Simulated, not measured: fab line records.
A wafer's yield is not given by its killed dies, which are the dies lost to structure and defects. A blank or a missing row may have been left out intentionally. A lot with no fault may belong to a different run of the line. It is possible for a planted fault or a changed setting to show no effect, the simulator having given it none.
fab line records	flow gf180mcu
record lots=24	wafers=72	last_day=34
route steps=602 shown NWELL@53 CONTACT@288 V1@361 M4@458 V4@492
lots that met no fault: from a run of the same line without faults
start_h: start of the lot's first displayed wafer, in hours after the record's first day	wait_h: hours from the lot's prior step to this one	" as in the row above	L1.1+2: a single row standing in for several wafers	- no value, or no start was given	* or withheld: withheld	< > ~ a bound
route shown NAME@n: NAME is a module with steps in the file, n the number in the route of the first one	usual: mean/standard deviation taken from wafers without a fault	same: alike in all rows	chamber/n: place in a boat	sites: the reading at each site	_std_site: standard deviation of those values	_edge_site: mean of outer sites minus mean of inner sites	radius_mm: for every site, how far away it sits from the centre of the wafer	mask NAME#n: copy n	behind: the last tool/chamber to shape the wafer	hold: the reason the lot was held/the length of the hold in hours/how it ended	device: transistor that didn't switch, given as n, p or np	end of line: tests run on the same wafers once the route is complete	a step given without rows: its recipe and nothing more	killed: at the first sort, the dies lost to defects and structure; wafer yield is something else	map: dies across one wafer; x = killed, . = not, _ = none there
set.NAME: the setting that was run; set.NAME@STEP: the one run at that earlier step	model.NAME: the simulator's own value behind a step, which no gauge read
a sample of lots followed through the steps of the route, with each step as a table and each wafer as a row
services: the hour from which a tool's chamber was out of use, counted from the record's first day as start_h (under 0 if before that day), plus the number of hours and why
## steps
# step GF_NWELL_TW_MEAS_11
# usual NWELL_TW=1583/19
lot.wafer	tool	chamber	start_h	wait_h	NWELL_TW
L074.4	film_metro-03	-	55.36	0.1	1571
L074.5	"	-	"	"	1577
L074.6	"	-	"	"	1573
L075.2	film_metro-04	-	64.24	0.1	1584
L075.3	"	-	"	"	1590
L075.6	"	-	"	"	1585
L076.1	film_metro-03	-	67.04	0.1	1577
L076.4	"	-	"	"	1582
L076.5	"	-	"	"	1585
L077.1	film_metro-03	-	71.28	0.1	1579
L077.3	"	-	"	"	1587
L077.4	"	-	"	"	1574
L078.2	film_metro-03	-	76.70	0.1	1544
L078.3	"	-	"	"	1550
L078.5	"	-	"	"	1560
L079.1	film_metro-02	-	83.79	0.1	1605
L079.2	"	-	"	"	1601
L079.3	"	-	"	"	1595
L080.1	film_metro-03	-	88.18	0.1	1550
L080.2	"	-	"	"	1561
L080.3	"	-	"	"	1548
L081.1	film_metro-03	-	92.94	0.1	1557
L081.2	"	-	"	"	1546
L081.4	"	-	"	"	1548
L082.1	film_metro-04	-	99.34	0.1	1582
L082.3	"	-	"	"	1591
L082.6	"	-	"	"	1594
L083.2	film_metro-04	-	106.43	0.1	1591
L083.5	"	-	"	"	1591
L083.6	"	-	"	"	1592
L084.2	film_metro-04	-	111.74	0.1	1589
L084.4	"	-	"	"	1582
L084.6	"	-	"	"	1582
L085.1	film_metro-04	-	117.14	0.1	1587
L085.4	"	-	"	"	1584
L085.6	"	-	"	"	1578
L086.1	film_metro-02	-	120.89	0.1	1605
L086.2	"	-	"	"	1606
L086.3	"	-	"	"	1603
L087.1	film_metro-02	-	133.62	0.1	1601
L087.4	"	-	"	"	1611
L087.5	"	-	"	"	1610
L088.1	film_metro-03	-	136.33	0.1	1551
L088.3	"	-	"	"	1546
L088.4	"	-	"	"	1550
L089.2	film_metro-02	-	139.90	0.1	1610
L089.4	"	-	"	"	1606
L089.5	"	-	"	"	1608
L090.2	film_metro-04	-	144.84	0.1	1579
L090.3	"	-	"	"	1585
L090.4	"	-	"	"	1584
L091.3	film_metro-02	-	150.41	0.1	1592
L091.4	"	-	"	"	1596
L091.5	"	-	"	"	1595
L092.2	film_metro-02	-	156.45	0.1	1607
L092.3	"	-	"	"	1595
L092.4	"	-	"	"	1598
L093.1	film_metro-04	-	160.77	0.1	1575
L093.3	"	-	"	"	1578
L093.5	"	-	"	"	1576
L094.1	film_metro-04	-	169.74	0.1	1588
L094.4	"	-	"	"	1593
L094.5	"	-	"	"	1590
L095.4	film_metro-03	-	172.15	0.1	1546
L095.5	"	-	"	"	1555
L095.6	"	-	"	"	1549
L096.4	film_metro-04	-	175.30	0.1	1595
L096.5	"	-	"	"	1597
L096.6	"	-	"	"	1597
L097.1	film_metro-02	-	180.79	0.1	1596
L097.4	"	-	"	"	1600
L097.5	"	-	"	"	1589
# step GF_CONTACT_THK_MEAS_01
# recipe reads=SiO2_of_CONTACT_CVD_00
# usual CONTACT_CVD_00_THK=299.5/3
lot.wafer	tool	chamber	start_h	wait_h	CONTACT_CVD_00_THK[nm]
L074.4	film_metro-02	-	334.15	0.0	292.8
L074.5	"	-	"	"	298.3
L074.6	"	-	"	"	297.1
L075.2	film_metro-02	-	348.65	0.0	294.7
L075.3	"	-	"	"	296.2
L075.6	"	-	"	"	298.3
L076.1	film_metro-02	-	355.83	0.0	298.5
L076.4	"	-	"	"	299.3
L076.5	"	-	"	"	300.5
L077.1	film_metro-04	-	361.11	0.0	297.5
L077.3	"	-	"	"	303.7
L077.4	"	-	"	"	303.9
L078.2	film_metro-03	-	366.32	0.0	299.7
L078.3	"	-	"	"	300.3
L078.5	"	-	"	"	302.3
L079.1	film_metro-02	-	386.27	0.0	298.4
L079.2	"	-	"	"	298.4
L079.3	"	-	"	"	298.8
L080.1	film_metro-04	-	388.58	0.0	300.8
L080.2	"	-	"	"	304.6
L080.3	"	-	"	"	304.4
L081.1	film_metro-04	-	396.58	0.0	297.6
L081.2	"	-	"	"	299.1
L081.4	"	-	"	"	300.0
L082.1	film_metro-04	-	407.16	0.0	299.0
L082.3	"	-	"	"	294.9
L082.6	"	-	"	"	295.4
L083.2	film_metro-04	-	417.32	0.0	298.7
L083.5	"	-	"	"	300.1
L083.6	"	-	"	"	299.0
L084.2	film_metro-03	-	428.27	0.0	302.2
L084.4	"	-	"	"	302.8
L084.6	"	-	"	"	299.7
L085.1	film_metro-03	-	437.73	0.0	301.9
L085.4	"	-	"	"	300.8
L085.6	"	-	"	"	301.1
L086.1	film_metro-02	-	441.96	0.0	302.1
L086.2	"	-	"	"	299.5
L086.3	"	-	"	"	302.6
L087.1	film_metro-03	-	459.11	0.0	298.6
L087.4	"	-	"	"	301.4
L087.5	"	-	"	"	300.7
L088.1	film_metro-03	-	469.46	0.0	301.7
L088.3	"	-	"	"	302.5
L088.4	"	-	"	"	299.1
L089.2	film_metro-03	-	474.47	0.0	301.2
L089.4	"	-	"	"	303.5
L089.5	"	-	"	"	300.5
L090.2	film_metro-04	-	483.39	0.0	298.0
L090.3	"	-	"	"	294.6
L090.4	"	-	"	"	297.5
L091.3	film_metro-04	-	491.35	0.0	303.6
L091.4	"	-	"	"	301.5
L091.5	"	-	"	"	297.5
L092.2	film_metro-03	-	504.30	0.1	294.7
L092.3	"	-	"	"	298.6
L092.4	"	-	"	"	295.8
L093.1	film_metro-02	-	508.66	0.0	299.7
L093.3	"	-	"	"	297.4
L093.5	"	-	"	"	294.1
L094.1	film_metro-02	-	519.50	0.0	297.4
L094.4	"	-	"	"	300.7
L094.5	"	-	"	"	300.4
L095.4	film_metro-03	-	524.09	0.0	296.1
L095.5	"	-	"	"	296.7
L095.6	"	-	"	"	297.1
L096.4	film_metro-04	-	525.54	0.0	303.2
L096.5	"	-	"	"	301.5
L096.6	"	-	"	"	300.2
L097.1	film_metro-02	-	534.65	0.0	300.2
L097.4	"	-	"	"	299.2
L097.5	"	-	"	"	299.3
# step GF_V1_CMP_26
# recipe stop_on=SiO2	down_force_psi=3.5	platen_rpm=60	t_overpolish_s=15	target_thk_nm=0	pad_velocity_m_s=0.94248
# usual motor_current_A=10.9/0.98	overpolish_run_s=15.001/0.0088	platen_rpm=60.00/0.042	retaining_ring_pressure_frac=0.999/0.0053	time_to_endpoint_s=84/4
lot.wafer	tool	chamber	start_h	wait_h	motor_current_A	overpolish_run_s	platen_rpm	retaining_ring_pressure_frac	time_to_endpoint_s
L074.4	cmp-02	0	406.15	0.0	11.4	15.003	60.07	0.997	85
L074.6	"	0	"	"	12.2	14.995	59.96	0.992	88
L074.5	"	1	"	"	11.7	14.997	60.00	1.002	80
L075.2	cmp-02	1	421.09	0.0	12.5	15.005	59.88	0.992	81
L075.3	"	0	"	"	11.2	15.003	60.02	0.997	89
L075.6	"	1	"	"	11.6	15.003	60.03	1.001	82
L076.1	cmp-02	0	430.01	0.1	11.4	14.991	59.97	1.000	89
L076.4	"	1	"	"	11.7	15.008	60.06	1.001	80
L076.5	"	3	"	"	9.5	14.997	59.98	1.003	82
L077.1	cmp-01	0	436.30	0.1	10.6	14.998	60.03	1.001	83
L077.3	"	1	"	"	11.6	14.998	60.02	0.993	78
L077.4	"	2	"	"	10.6	14.985	60.06	0.990	85
L078.2	cmp-02	1	441.04	0.2	12.1	15.009	59.95	0.999	77
L078.3	"	3	"	"	9.7	14.993	60.01	1.006	78
L078.5	"	1	"	"	11.5	14.995	60.06	0.998	80
L079.2	cmp-02	2	461.75	0.0	9.2	14.989	59.95	1.014	87
L079.3	"	3	"	"	10.0	15.010	59.98	1.002	83
L079.1	"	1	"	"	12.1	14.993	60.02	0.998	77
L080.3	cmp-01	2	464.44	0.0	11.0	14.991	60.06	1.000	89
L080.1	"	0	"	"	10.9	15.003	59.99	1.001	89
L080.2	"	1	"	"	11.5	14.989	60.00	1.009	79
L081.1	cmp-01	0	473.25	0.1	10.8	14.989	60.03	1.000	87
L081.2	"	1	"	"	10.6	15.010	60.03	1.003	82
L081.4	"	3	"	"	12.4	15.012	60.05	0.999	85
L082.1	cmp-01	3	484.50	0.1	12.4	15.003	60.00	1.002	86
L082.3	"	0	"	"	10.5	14.996	60.00	1.000	89
L082.6	"	3	"	"	12.1	15.020	60.02	1.001	89
L083.2	cmp-02	1	494.83	0.1	11.9	15.007	59.97	1.003	74
L083.5	"	0	"	"	11.9	15.007	59.95	0.993	86
L083.6	"	1	"	"	11.6	15.013	59.97	1.003	80
L084.2	cmp-01	3	504.53	0.0	12.2	15.010	60.03	0.999	86
L084.4	"	2	"	"	10.4	14.995	60.00	1.001	85
L084.6	"	0	"	"	10.6	14.998	60.02	1.001	84
L085.4	cmp-01	0	514.96	0.0	11.0	14.992	59.98	1.009	86
L085.1	"	1	"	"	11.3	14.998	59.99	0.995	83
L085.6	"	1	"	"	10.9	14.991	60.06	1.003	82
L086.1	cmp-02	3	518.42	0.1	9.7	15.000	60.03	0.998	80
L086.2	"	0	"	"	11.9	14.998	59.99	0.998	86
L086.3	"	2	"	"	9.4	15.008	60.00	0.998	84
L087.4	cmp-01	1	535.16	0.0	11.1	14.989	60.05	1.003	76
L087.1	"	3	"	"	11.7	15.002	60.06	0.996	86
L087.5	"	1	"	"	10.9	14.995	59.95	1.009	82
L088.3	cmp-02	1	544.24	0.0	11.6	15.002	60.00	1.004	78
L088.4	"	2	"	"	9.5	15.004	60.04	0.996	85
L088.1	"	0	"	"	11.5	15.006	60.02	0.998	85
L089.4	cmp-01	0	549.34	0.1	10.5	14.992	60.01	1.002	87
L089.2	"	2	"	"	10.0	14.993	60.04	1.006	88
L089.5	"	3	"	"	12.4	15.010	60.03	0.989	85
L090.2	cmp-02	3	555.68	0.1	9.9	15.016	59.95	0.994	82
L090.4	"	0	"	"	11.4	14.991	60.04	0.992	89
L090.3	"	1	"	"	11.2	14.996	60.01	0.990	83
L091.3	cmp-02	2	564.51	0.1	9.5	14.994	59.99	1.005	88
L091.4	"	3	"	"	9.8	15.013	60.00	1.005	82
L091.5	"	2	"	"	9.2	15.003	60.00	1.003	81
L092.3	cmp-02	3	577.70	0.0	10.2	14.998	60.02	0.991	82
L092.4	"	1	"	"	12.4	15.009	59.93	0.995	80
L092.2	"	2	"	"	10.0	15.005	59.97	1.002	87
L093.1	cmp-01	0	581.05	0.1	10.7	15.009	59.99	1.002	87
L093.3	"	2	"	"	10.5	15.007	59.98	1.005	88
L093.5	"	0	"	"	10.3	14.999	60.02	0.994	87
L094.1	cmp-01	1	590.50	0.1	11.3	14.993	59.98	0.995	78
L094.4	"	0	"	"	10.3	15.000	59.99	0.997	83
L094.5	"	2	"	"	10.3	14.998	59.91	1.005	86
L095.4	cmp-02	2	594.73	0.0	9.2	15.007	60.03	0.998	83
L095.6	"	2	"	"	9.4	15.009	59.92	1.000	80
L095.5	"	3	"	"	10.3	15.006	60.01	0.988	81
L096.4	cmp-01	2	596.18	0.1	9.9	15.015	60.02	0.995	91
L096.6	"	0	"	"	10.4	15.003	59.97	1.001	86
L096.5	"	1	"	"	11.4	14.997	60.06	1.008	84
L097.1	cmp-02	2	604.98	0.1	9.3	14.994	59.93	0.997	83
L097.4	"	1	"	"	11.9	14.996	59.95	1.003	77
L097.5	"	2	"	"	9.7	14.991	59.88	0.995	86
# step GF_M4_SPUTTER_02
# recipe material=AlCu	target_thk_nm=450	power_w=10600	time_s=23.9	chamber_pressure_pa=0.4
# usual throttle_valve_pct=30.2/1
lot.wafer	tool	chamber	start_h	wait_h	throttle_valve_pct
L074.4	pvd_sputter-02	-	509.58	0.0	28.9
L074.5	"	-	"	"	30.5
L074.6	"	-	"	"	30.0
L075.2	pvd_sputter-02	-	524.01	0.0	30.5
L075.3	"	-	"	"	29.4
L075.6	"	-	"	"	29.9
L076.1	pvd_sputter-04	-	531.16	0.0	31.2
L076.4	"	-	"	"	29.3
L076.5	"	-	"	"	29.5
L077.1	pvd_sputter-04	-	538.03	0.0	29.4
L077.3	"	-	"	"	31.3
L077.4	"	-	"	"	30.7
L078.2	pvd_sputter-04	-	542.31	0.0	30.8
L078.3	"	-	"	"	30.9
L078.5	"	-	"	"	30.8
L079.1	pvd_sputter-04	-	561.09	0.0	30.8
L079.2	"	-	"	"	29.6
L079.3	"	-	"	"	30.9
L080.1	pvd_sputter-02	-	564.03	0.0	30.6
L080.2	"	-	"	"	28.9
L080.3	"	-	"	"	29.4
L081.1	pvd_sputter-02	-	573.08	0.0	30.6
L081.2	"	-	"	"	29.4
L081.4	"	-	"	"	30.0
L082.1	pvd_sputter-04	-	583.35	0.0	29.4
L082.3	"	-	"	"	30.9
L082.6	"	-	"	"	29.4
L083.2	pvd_sputter-01	-	593.07	0.0	32.6
L083.5	"	-	"	"	30.1
L083.6	"	-	"	"	32.4
L084.2	pvd_sputter-02	-	600.21	0.0	30.3
L084.4	"	-	"	"	29.2
L084.6	"	-	"	"	29.4
L085.1	pvd_sputter-01	-	609.99	0.0	29.5
L085.4	"	-	"	"	31.6
L085.6	"	-	"	"	29.7
L086.1	pvd_sputter-02	-	612.86	0.0	30.6
L086.2	"	-	"	"	29.0
L086.3	"	-	"	"	29.4
L087.1	pvd_sputter-04	-	629.08	0.0	30.7
L087.4	"	-	"	"	29.9
L087.5	"	-	"	"	30.4
L088.1	pvd_sputter-04	-	636.22	0.0	29.2
L088.3	"	-	"	"	30.8
L088.4	"	-	"	"	29.6
L089.2	pvd_sputter-02	-	641.94	0.0	29.8
L089.4	"	-	"	"	30.5
L089.5	"	-	"	"	29.9
L090.2	pvd_sputter-01	-	645.65	0.0	29.5
L090.3	"	-	"	"	31.9
L090.4	"	-	"	"	30.1
L091.3	pvd_sputter-01	-	655.39	0.0	29.5
L091.4	"	-	"	"	32.6
L091.5	"	-	"	"	32.7
L092.2	pvd_sputter-01	-	664.52	0.0	29.5
L092.3	"	-	"	"	31.5
L092.4	"	-	"	"	32.6
L093.1	pvd_sputter-04	-	669.63	0.0	29.2
L093.3	"	-	"	"	29.5
L093.5	"	-	"	"	30.6
L094.1	pvd_sputter-02	-	678.83	0.0	29.2
L094.4	"	-	"	"	29.7
L094.5	"	-	"	"	29.5
L095.4	pvd_sputter-01	-	680.28	0.0	29.6
L095.5	"	-	"	"	29.4
L095.6	"	-	"	"	32.5
L096.4	pvd_sputter-04	-	682.91	0.0	31.0
L096.5	"	-	"	"	29.6
L096.6	"	-	"	"	29.3
L097.1	pvd_sputter-02	-	688.98	0.0	29.5
L097.4	"	-	"	"	29.8
L097.5	"	-	"	"	30.7
# step GF_V4_ETCH_16
# recipe chemistry=N2/H2	target_depth_a=withheld	overetch_a=withheld	time_s=withheld	target=BARC	ion_energy_ev=200	source_w=500	bias_w=100	pressure_mtorr=30	n2_flow_sccm=100	h2_flow_sccm=200
# usual drypump_motor_current_A=5.5/0.42	oes_product_au=0.855/0.0048	throttle_valve_pct=13.225/0.01
lot.wafer	tool	chamber	start_h	wait_h	drypump_motor_current_A	oes_product_au	throttle_valve_pct
L074.4	rie_diel-02	1	557.42	0.0	5.0	0.846	13.233
L074.5	"	0	"	"	5.3	0.856	13.223
L074.6	"	1	"	"	5.0	0.858	13.215
L075.2	rie_diel-03	0	570.85	0.0	5.6	0.852	13.233
L075.3	"	2	"	"	5.5	0.858	13.235
L075.6	"	0	"	"	5.6	0.848	13.206
L076.1	rie_diel-03	2	578.42	0.0	5.6	0.855	13.219
L076.4	"	3	"	"	5.0	0.853	13.232
L076.5	"	1	"	"	5.2	0.857	13.222
L077.1	rie_diel-03	0	583.82	0.0	5.6	0.857	13.235
L077.3	"	1	"	"	5.2	0.846	13.232
L077.4	"	2	"	"	5.6	0.856	13.243
L078.2	rie_diel-04	0	587.85	0.0	6.7	0.848	13.226
L078.3	"	1	"	"	5.5	0.852	13.218
L078.5	"	1	"	"	5.5	0.853	13.228
L079.1	rie_diel-04	1	605.02	0.0	5.5	0.860	13.216
L079.2	"	0	"	"	6.8	0.856	13.209
L079.3	"	2	"	"	5.5	0.862	13.243
L080.1	rie_diel-03	3	609.14	0.0	5.0	0.847	13.202
L080.2	"	0	"	"	5.6	0.849	13.246
L080.3	"	1	"	"	5.2	0.852	13.224
L081.1	rie_diel-02	0	617.00	0.0	5.3	0.847	13.233
L081.2	"	1	"	"	5.0	0.853	13.219
L081.4	"	2	"	"	5.8	0.856	13.228
L082.1	rie_diel-02	0	626.89	0.0	5.3	0.854	13.229
L082.3	"	1	"	"	5.0	0.856	13.228
L082.6	"	3	"	"	6.0	0.857	13.246
L083.2	rie_diel-03	0	635.94	0.0	5.6	0.847	13.246
L083.5	"	1	"	"	5.2	0.856	13.213
L083.6	"	2	"	"	5.5	0.861	13.212
L084.2	rie_diel-03	3	642.27	0.0	5.0	0.857	13.198
L084.4	"	2	"	"	5.6	0.858	13.220
L084.6	"	0	"	"	5.6	0.853	13.218
L085.1	rie_diel-02	2	651.35	0.0	5.8	0.857	13.208
L085.4	"	1	"	"	4.9	0.851	13.222
L085.6	"	3	"	"	6.0	0.847	13.225
L086.1	rie_diel-04	0	655.74	0.0	6.7	0.855	13.221
L086.2	"	3	"	"	5.5	0.857	13.231
L086.3	"	1	"	"	5.5	0.859	13.223
L087.1	rie_diel-02	3	669.89	0.0	6.0	0.858	13.231
L087.4	"	0	"	"	5.3	0.852	13.237
L087.5	"	3	"	"	6.0	0.855	13.227
L088.1	rie_diel-02	2	676.92	0.0	5.8	0.851	13.221
L088.3	"	1	"	"	5.0	0.853	13.206
L088.4	"	3	"	"	6.0	0.847	13.237
L089.2	rie_diel-02	0	682.00	0.0	5.3	0.862	13.223
L089.4	"	3	"	"	5.9	0.865	13.219
L089.5	"	1	"	"	5.0	0.854	13.229
L090.2	rie_diel-04	2	686.02	0.0	5.5	0.859	13.218
L090.3	"	1	"	"	5.5	0.864	13.233
L090.4	"	3	"	"	5.5	0.852	13.217
L091.3	rie_diel-02	3	695.39	0.0	6.0	0.850	13.232
L091.4	"	1	"	"	5.0	0.862	13.221
L091.5	"	1	"	"	5.0	0.851	13.225
L092.2	rie_diel-04	0	704.25	0.0	6.7	0.854	13.232
L092.3	"	2	"	"	5.5	0.856	13.240
L092.4	"	1	"	"	5.6	0.856	13.218
L093.1	rie_diel-03	3	708.70	0.0	5.0	0.853	13.218
L093.3	"	2	"	"	5.5	0.856	13.218
L093.5	"	0	"	"	5.6	0.862	13.212
L094.1	rie_diel-02	1	718.00	0.0	5.0	0.851	13.212
L094.4	"	3	"	"	6.0	0.852	13.230
L094.5	"	1	"	"	4.9	0.850	13.218
L095.4	rie_diel-03	2	718.84	0.0	5.6	0.861	13.219
L095.5	"	0	"	"	5.6	0.850	13.229
L095.6	"	3	"	"	5.0	0.851	13.223
L096.4	rie_diel-03	2	721.30	0.0	5.5	0.857	13.231
L096.5	"	3	"	"	5.0	0.853	13.209
L096.6	"	0	"	"	5.6	0.849	13.219
L097.1	rie_diel-04	3	726.22	0.0	5.5	0.857	13.235
L097.4	"	0	"	"	6.7	0.856	13.222
L097.5	"	0	"	"	6.7	0.862	13.239
# step GF_V4_CVD_23
# recipe material=W	target_thk_nm=350	time_s=104.9	temp_c=400	pressure_torr=40
# usual heater_power_w=873/88
lot.wafer	tool	chamber	start_h	wait_h	heater_power_w
L074.4	cvd_w-02	0	558.30	0.1	977
L074.5	"	0	"	"	969
L074.6	"	0	"	"	967
L075.2	cvd_w-01	1	571.62	0.0	732
L075.3	"	0	"	"	854
L075.6	"	0	"	"	894
L076.1	cvd_w-01	1	579.18	0.0	738
L076.4	"	0	"	"	898
L076.5	"	0	"	"	899
L077.1	cvd_w-01	1	584.58	0.0	712
L077.3	"	1	"	"	717
L077.4	"	0	"	"	875
L078.2	cvd_w-02	1	588.62	0.0	865
L078.3	"	0	"	"	960
L078.5	"	0	"	"	979
L079.1	cvd_w-02	1	605.78	0.0	840
L079.2	"	0	"	"	942
L079.3	"	0	"	"	956
L080.1	cvd_w-02	0	609.90	0.0	959
L080.2	"	1	"	"	845
L080.3	"	0	"	"	953
L081.1	cvd_w-02	1	617.86	0.0	862
L081.2	"	0	"	"	978
L081.4	"	1	"	"	855
L082.1	cvd_w-02	0	628.08	0.0	990
L082.3	"	0	"	"	982
L082.6	"	1	"	"	878
L083.2	cvd_w-01	1	637.13	0.0	715
L083.5	"	1	"	"	706
L083.6	"	0	"	"	893
L084.2	cvd_w-02	0	643.55	0.0	957
L084.4	"	1	"	"	887
L084.6	"	1	"	"	865
L085.1	cvd_w-02	0	652.55	0.0	964
L085.4	"	0	"	"	979
L085.6	"	0	"	"	978
L086.1	cvd_w-01	1	656.59	0.0	704
L086.2	"	0	"	"	899
L086.3	"	1	"	"	751
L087.1	cvd_w-02	1	670.66	0.0	876
L087.4	"	1	"	"	862
L087.5	"	0	"	"	943
L088.1	cvd_w-01	1	677.68	0.0	734
L088.3	"	0	"	"	907
L088.4	"	1	"	"	731
L089.2	cvd_w-02	0	682.80	0.0	988
L089.4	"	1	"	"	851
L089.5	"	0	"	"	968
L090.2	cvd_w-01	0	686.78	0.0	899
L090.3	"	0	"	"	900
L090.4	"	1	"	"	736
L091.3	cvd_w-02	1	696.23	0.1	889
L091.4	"	0	"	"	985
L091.5	"	1	"	"	883
L092.2	cvd_w-01	1	705.01	0.0	748
L092.3	"	0	"	"	887
L092.4	"	1	"	"	724
L093.1	cvd_w-01	1	709.47	0.0	721
L093.3	"	0	"	"	904
L093.5	"	1	"	"	736
L094.1	cvd_w-02	1	718.76	0.0	864
L094.4	"	0	"	"	959
L094.5	"	0	"	"	959
L095.4	cvd_w-02	1	719.64	0.1	859
L095.5	"	0	"	"	999
L095.6	"	1	"	"	834
L096.4	cvd_w-01	0	722.13	0.1	899
L096.5	"	1	"	"	729
L096.6	"	0	"	"	894
L097.1	cvd_w-02	1	726.99	0.0	846
L097.4	"	0	"	"	979
L097.5	"	1	"	"	861
## services
tool	chamber	start_h	hours	kind
cvd_w-02	-	390.00	14.0	pm
cmp-02	-	398.29	0.7	repair
cmp-01	-	401.86	7.3	pm
cmp-01	-	409.18	4.0	pm
cmp-02	-	411.24	0.7	repair
cmp-01	-	420.62	2.1	repair
cmp-02	-	436.00	0.7	repair
cmp-01	-	437.73	7.4	repair
cmp-02	-	463.01	13.7	repair
cmp-02	-	468.51	0.4	repair
cvd_w-01	1	499.09	18.2	repair
cvd_w-02	-	506.81	6.9	pm
cmp-02	-	507.28	9.1	repair
cvd_w-02	-	522.50	0.9	repair
cvd_w-02	1	553.61	9.6	repair
cmp-02	-	572.55	4.0	pm
cmp-01	-	579.75	1.1	repair
cmp-02	-	580.83	12.1	pm
cmp-01	-	642.06	2.1	repair
cvd_w-01	-	647.93	2.8	pm
cvd_w-01	-	651.03	0.9	repair
cvd_w-02	-	686.16	2.2	repair
cmp-02	-	688.54	10.0	pm
cmp-02	-	707.75	0.5	repair
## key
fault none
